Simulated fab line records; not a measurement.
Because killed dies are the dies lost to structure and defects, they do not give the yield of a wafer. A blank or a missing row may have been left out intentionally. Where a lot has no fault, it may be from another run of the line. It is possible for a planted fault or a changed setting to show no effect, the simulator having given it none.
Which of the tools did it? | flow gf180mcu | Sampling: 14 lots, 42 wafers, 5 of 602 route steps

WHAT THE GAUGES SHOWED, per wafer
GF_NWELL_OVL_MEAS_07.
lot  | measured    | on         | NWELL_OVL (nm)
L981 | day 3 07:01 | overlay-02 | 1.9 1.5 1.6
L985 | day 4 06:22 | overlay-01 | -0.1 -0.1 0.3
L986 | day 4 10:44 | overlay-01 | 1.2 2.1 1.3
L987 | day 4 15:04 | overlay-01 | -0.7 -0.2 -0.9
L991 | day 5 14:10 | overlay-01 | -1.0 -1.8 -1.5
L992 | day 5 18:46 | overlay-02 | 0.5 -0.1 0.3
L993 | day 6 03:55 | overlay-01 | 1.4 -0.3 0.0
L994 | day 6 08:31 | overlay-01 | -1.5 -1.8 -3.4
L995 | day 6 13:20 | overlay-01 | -1.1 2.0 1.9
L997 | day 7 01:04 | overlay-01 | 4.1 3.4 3.4
L998 | day 7 05:31 | overlay-01 | 1.5 2.1 1.3
L101 | day 7 20:10 | overlay-02 | 0.1 2.0 0.7
L102 | day 8 01:43 | overlay-01 | 0.4 -0.1 -0.4
L104 | day 8 14:37 | overlay-01 | 0.1 0.1 -0.7

GF_LVPWELL_OVL_MEAS_07.
lot  | measured    | on         | LVPWELL_OVL (nm)
L981 | day 3 20:19 | overlay-01 | 0.5 1.3 2.1
L985 | day 4 19:43 | overlay-02 | -2.1 -1.2 -1.3
L986 | day 5 00:31 | overlay-01 | 0.2 -1.1 -0.9
L987 | day 5 04:49 | overlay-01 | 0.1 1.6 1.6
L991 | day 6 05:22 | overlay-01 | 0.6 1.4 1.0
L992 | day 6 10:13 | overlay-02 | 1.2 0.4 0.6
L993 | day 6 19:10 | overlay-01 | 1.1 1.1 1.0
L994 | day 6 23:55 | overlay-02 | 1.4 0.5 -0.3
L995 | day 7 05:13 | overlay-01 | -0.9 0.7 1.3
L997 | day 7 16:43 | overlay-02 | - - -
L998 | day 7 21:22 | overlay-02 | -0.9 0.0 0.3
L101 | day 8 13:04 | overlay-02 | - - -
L102 | day 8 18:10 | overlay-02 | -1.0 0.1 -0.9
L104 | day 9 08:10 | overlay-01 | 0.4 1.7 0.4

GF_MVSD_TW_MEAS_11.
lot  | measured     | on            | MVSD_TW
L981 | day 4 10:50  | film-metro-04 | 1556 1559 1556
L985 | day 5 10:27  | film-metro-02 | 1573 1576 1573
L986 | day 5 15:36  | film-metro-02 | 1571 1566 1572
L987 | day 5 19:55  | film-metro-01 | 1596 1594 1594
L991 | day 6 20:55  | film-metro-01 | 1602 1594 1594
L992 | day 7 03:05  | film-metro-01 | 1599 1600 1599
L993 | day 7 11:17  | film-metro-04 | 1567 1564 1560
L994 | day 7 16:32  | film-metro-02 | 1594 1593 1589
L995 | day 7 21:32  | film-metro-02 | 1599 1589 1594
L997 | day 8 09:46  | film-metro-04 | 1566 1573 1569
L998 | day 8 14:53  | film-metro-01 | 1589 1581 1584
L101 | day 9 07:10  | film-metro-04 | 1556 1560 1566
L102 | day 9 12:04  | film-metro-02 | 1579 1578 1577
L104 | day 10 03:02 | film-metro-02 | 1578 1569 1564

GF_VT_IMPLANT_OVL_MEAS_07.
lot  | measured     | on         | VT_IMPLANT_OVL (nm)
L981 | day 5 15:05  | overlay-02 | 1.4 1.3 1.8
L985 | day 6 16:16  | overlay-02 | 2.2 0.9 2.0
L986 | day 6 21:49  | overlay-02 | 2.8 2.6 3.0
L987 | day 7 03:16  | overlay-01 | 0.6 1.3 0.8
L991 | day 8 04:22  | overlay-02 | 3.5 1.7 3.8
L992 | day 8 11:41  | overlay-02 | -0.2 1.6 1.0
L993 | day 8 20:25  | overlay-02 | 0.6 1.1 0.4
L994 | day 9 01:58  | overlay-02 | 3.5 1.2 1.6
L995 | day 9 07:19  | overlay-02 | 0.1 1.1 1.0
L997 | day 9 20:09  | overlay-02 | 1.8 0.8 0.9
L998 | day 10 01:34 | overlay-01 | 0.0 0.2 0.4
L101 | day 10 18:29 | overlay-02 | -0.4 -0.9 -2.8
L102 | day 10 23:56 | overlay-02 | 1.1 0.5 0.1
L104 | day 11 16:10 | overlay-01 | 1.3 0.0 0.7

EACH LOT AND THE TOOL THAT RAN IT (in order: tool; ch and the chambers of the sampled wafers; start)
lot  | GF_LVPWELL_DEVELOP_06
L981 | litho-track-04 ch 0, day 3 20:00
L985 | litho-track-03 ch 0, day 4 19:00
L986 | litho-track-04 ch 0, day 5 00:00
L987 | litho-track-02 ch 0, day 5 04:00
L991 | litho-track-03 ch 0, day 6 05:00
L992 | litho-track-04 ch 0, day 6 10:00
L993 | litho-track-03 ch 0, day 6 19:00
L994 | litho-track-03 ch 0, day 6 23:00
L995 | litho-track-02 ch 0, day 7 05:00
L997 | litho-track-02 ch 0, day 7 16:00
L998 | litho-track-03 ch 0, day 7 21:00
L101 | litho-track-02 ch 0, day 8 12:00
L102 | litho-track-03 ch 0, day 8 18:00
L104 | litho-track-04 ch 0, day 9 08:00
- GF_LVPWELL_DEVELOP_06: develop time 60 s.

WHAT THE TOOLS THEMSELVES READ (means of the sampled wafers that have a number; where no wafer has one, the mark that the record gives instead)
GF_LVPWELL_DEVELOP_06.
lot  | tool           | developer-temp-C (C)
L981 | litho-track-04 | 22.95
L985 | litho-track-03 | 22.84
L986 | litho-track-04 | 23.20
L987 | litho-track-02 | 23.04
L991 | litho-track-03 | 22.87
L992 | litho-track-04 | 23.01
L993 | litho-track-03 | 23.13
L994 | litho-track-03 | 23.10
L995 | litho-track-02 | 22.98
L997 | litho-track-02 | 22.95
L998 | litho-track-03 | 22.93
L101 | litho-track-02 | 23.07
L102 | litho-track-03 | 22.95
L104 | litho-track-04 | 22.99

THE ANSWER, worked out from the rows above alone
Rule: usual is defined by the lots themselves. Put in order of their means at a reading, lots are off if they are a third of the lots or fewer, leave a main group of 4 or more, and stand apart from it by a gap of 3 or more times the standard deviation of the main group's means; of several such gaps the widest counts. Not used: any main group whose means are identical at the precision the tables above print for the reading. A lot without any number at a reading at which 4 lots or more have one is off too. All remaining lots with rows at the step are treated as sound. After the gauges, taken in route order, come the tools' own readings; for these a lot's mean is taken, as printed above. The first step at which some lot is off is used, and at that step the reading that is off furthest; a lot without a number counts as furthest.
Off: L997, L101, at GF_LVPWELL_OVL_MEAS_07 (LVPWELL_OVL). Without a number there: L997, L101. Mean 0.3 nm and standard deviation 0.84 in the main group.
A tool fits if, at a process step before that reading, it ran every lot that is off, and no sound lot after the first of them. Those tools and the gauges at GF_LVPWELL_OVL_MEAS_07 are tried in the same way. One fits: GF_LVPWELL_DEVELOP_06 on litho-track-02. Its last sound lot is L995 (day 7 05:00), its first lot that is off L997 (day 7 16:00): a fault that began between those two fits.

WHAT THE SIMULATOR HAD PUT IN
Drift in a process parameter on litho-track-02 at GF_LVPWELL_DEVELOP_06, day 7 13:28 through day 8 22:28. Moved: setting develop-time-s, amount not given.
Shown lots that were struck: L997, L101. The rule above found the same.
